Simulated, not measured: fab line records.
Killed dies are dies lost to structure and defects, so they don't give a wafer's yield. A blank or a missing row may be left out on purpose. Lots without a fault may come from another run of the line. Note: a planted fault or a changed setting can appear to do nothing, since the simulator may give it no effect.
A single fault, viewed from 2 desks    flow sfq line    every desk sees just its own numbers, and what lay behind them comes last

## AT THE TOOL OWNER'S DESK: litho track-04
The tool's own readings at SFQ_TRILAYER_I7_VIA_LITHO_COAT_192 (resist thk 62 nm): means of the sampled wafers that have a number, for each lot that ran on this tool. If a lot's mean is further than 4 standard deviations from the usual mean, the lot is out of limits and carries the mark OUT (the distance appears in the brackets).
Columns: A = spin speed rpm at SFQ_TRILAYER_I7_VIA_LITHO_COAT_192, usual 3000.0 rpm
lot   first seen here  A
L477  day 64 18:13     3000.3
L478  day 65 20:12     3001.1
L487  day 67 05:10     3097.5 (+49) OUT
L488  day 67 06:47     3099.1 (+50) OUT
L496  day 72 07:02     2999.8
Finding of this desk: L487, L488 out of limits; the first was L487 at day 67 05:10, on spin speed rpm at SFQ_TRILAYER_I7_VIA_LITHO_COAT_192. L477, L478, L496: within limits.

## AT THE METROLOGY DESK
Lot by lot, what the gauges showed, no matter which tool ran the lot: averages of those sampled wafers that carry a number. If a lot's mean is further than 4 standard deviations from the usual mean, the lot is out of limits and carries the mark OUT (the distance appears in the brackets).
Columns: A = M7_NB_RS at SFQ_M7_RS_MEAS_943, usual 0.888 ohm/sq; B = M8_AU_THK at SFQ_M8_THK_MEAS_950, usual 183.5 nm
lot   first seen here  A      B
L475  day 59 00:18     0.882  184.3
L476  day 59 12:19     0.893  185.2
L477  day 59 16:37     0.881  181.6
L478  day 60 19:01     0.880  187.6
L480  day 61 03:26     0.890  185.1
L486  day 62 05:20     0.882  182.4
L487  day 62 06:33     0.887  183.1
L488  day 62 08:21     0.882  183.2
L489  day 62 08:57     0.893  184.4
L492  day 62 12:32     0.883  182.6
L494  day 67 19:23     0.884  180.4
L496  day 68 14:08     0.899  183.2
L497  day 69 05:01     0.883  182.3
L498  day 70 02:36     0.888  182.0
This desk's verdict: no lot among the 14 shows anything out of limits.

## ALL TOGETHER
The tool owner's desk had the chance to raise an alarm at day 67 05:10 on L487, L488.
The metrology desk saw nothing out of limits.
The metrology desk has L487, L488 on record, within its limits.
The lots listed all ran SFQ_TRILAYER_I7_VIA_LITHO_COAT_192 on litho track-04.

## WHAT THE SIMULATOR HAD INSERTED
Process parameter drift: litho track-04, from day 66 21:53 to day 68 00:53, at SFQ_TRILAYER_I7_VIA_LITHO_COAT_192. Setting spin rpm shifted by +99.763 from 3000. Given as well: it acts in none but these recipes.
Shown lots that were struck: L487, L488.
Each desk's first reading out of limits, in hours after the fault started: the tool owner's desk, 7.
